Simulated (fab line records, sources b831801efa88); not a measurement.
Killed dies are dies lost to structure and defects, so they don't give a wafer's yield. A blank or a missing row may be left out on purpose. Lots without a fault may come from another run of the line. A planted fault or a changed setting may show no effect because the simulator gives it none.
A struck lot beside a sound one | flow sky130 | 34 steps out of a route of 708
Sound: wafers L427.2, L427.4, L427.5. Struck: wafer L437.2. (L437.3, L437.4 of the same lot were not struck and are left out.) The cause comes at the end.
At each step with rows: each side's tool, then ch and its chambers, then its first start. Under that, the readings that differ: sound wafers | struck wafers | difference of the means | sigmas: that difference in standard deviations of wafers without a fault.
alike: readings whose means differ by less than 2 such deviations, and words and numbers that are the same on both sides. not compared: withheld readings, readings that some wafer has no value for, bounds like >300 that may hide the same value, and numbers for which the record gives no deviation and whose values overlap.
The two part at a step that has a row with sigmas, a row that says differs or no value, or rows on one side only. Numbers that don't overlap but have no deviation are shown without sigmas and don't part them. A reading that every wafer of one side lacks parts them only if that side has two wafers or more.

first, 9 steps without rows for these wafers: SKY_LI_CONTACT_CMP_02 (polishes PSG); SKY_LI_CONTACT_DEHYDRATE_04 (time 60 s); SKY_LI_CONTACT_HMDS_05 (prime time 60 s); SKY_LI_CONTACT_COAT_06 (resist thk 60 nm); SKY_LI_CONTACT_COAT_07 (resist thk 450 nm); SKY_LI_CONTACT_SOFTBAKE_08 (time 90 s); SKY_LI_CONTACT_EXPOSE_09 (exposes mask LICM1, target cd 170 nm); SKY_LI_CONTACT_PEB_10; SKY_LI_CONTACT_DEVELOP_11 (develop time 60 s).
SKY_LI_CONTACT_ETCH_14: etches BARC in N2/H2, stops on SiO2, time 45.9 s, target depth 60 nm.
  sound on rie_diel-02 ch 1,2, day 32 03:17; struck on rie_diel-02 ch 1, day 35 04:01
  reading                        | sound                | struck | difference | sigmas
  chamber_pressure_mTorr (mTorr) | 30.008 29.992 29.983 | 29.937 | -0.057     | -2
  alike: drypump_motor_current_A, oes_product_au, throttle_valve_pct
  not compared: rf_hours_counter_h
then, 23 steps without rows for these wafers: SKY_LI_CONTACT_ETCH_15 (etches PSG in C4F8/O2/Ar, stops on Si, target depth 600 nm); SKY_LI_CONTACT_STRIP_16 (strips in O2/N2); SKY_LI_CONTACT_CLEAN_17 (cleans in NMP, time 600 s); SKY_LI_CONTACT_PRE_CLEAN_18 (time 5.6 s); SKY_LI_CONTACT_SPUTTER_19 (material Ti, target thk 20 nm, time 106.37 s); SKY_LI_CONTACT_SPUTTER_20 (material TiN, target thk 20 nm, time 80 s); SKY_LI_CONTACT_CVD_21 (deposits W, target thk 400 nm, time 120.56 s); SKY_LI_CONTACT_CMP_24 (polishes, stops on PSG, t overpolish 20 s, target thk 0 nm); SKY_LOCAL_INTERCONNECT_SPUTTER_00 (material TiN, target thk 100 nm, time 83.3 s); SKY_LOCAL_INTERCONNECT_DEHYDRATE_03 (time 60 s); SKY_LOCAL_INTERCONNECT_HMDS_04 (prime time 60 s); SKY_LOCAL_INTERCONNECT_COAT_05 (resist thk 60 nm); SKY_LOCAL_INTERCONNECT_COAT_06 (resist thk 450 nm); SKY_LOCAL_INTERCONNECT_SOFTBAKE_07 (time 90 s); SKY_LOCAL_INTERCONNECT_EXPOSE_08 (exposes mask LI1M, target cd 170 nm); SKY_LOCAL_INTERCONNECT_PEB_09; SKY_LOCAL_INTERCONNECT_DEVELOP_10 (develop time 60 s); SKY_LOCAL_INTERCONNECT_ETCH_13 (etches BARC in N2/H2, stops on SiO2, time 45.9 s, target depth 60 nm); SKY_LOCAL_INTERCONNECT_METAL_ETCH_14 (etches TiN in Cl2/BCl3, stops on PSG, target depth 110 nm, time 31.4 s); SKY_LOCAL_INTERCONNECT_STRIP_15 (strips in O2/N2); SKY_LOCAL_INTERCONNECT_STRIP_16 (strips in post etch residue remover, time 1200 s); SKY_LOCAL_INTERCONNECT_CLEAN_17 (cleans in IPA, time 180 s); SKY_LOCAL_INTERCONNECT_CLEAN_18 (cleans in O3/DIW).
-- the record jumps here: 15 days lie between the struck wafers' starts before and after (it left off in module LOCAL_INTERCONNECT and takes up again in module PAD_OPEN, whose first step shown is number 708 of the route) --
SKY_PAD_OPEN_PROBE_99:
  sound on prober-01, day 48 04:04; struck on prober-01, day 50 02:26
  reading            | sound    | struck | difference | sigmas
  killed_at_M0_to_M3 | 44 27 34 | 48     | +13        | +2
  killed_at_contacts | 22 17 24 | 91     | +70        | +13
  killed_dies        | 78 69 71 | 153    | +80        | +9
  alike: killed_at_M4_up, killed_at_front_end, killed_at_other, killed_on_rim, killed_open, killed_short

WHERE THEY PART
First at SKY_LI_CONTACT_ETCH_14; last, within this record, at SKY_PAD_OPEN_PROBE_99.

WHY: what the simulator had put in
Chamber particle source: rie_diel-02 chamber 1, from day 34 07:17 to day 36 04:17, at SKY_LI_CONTACT_ETCH_14. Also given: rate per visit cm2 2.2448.
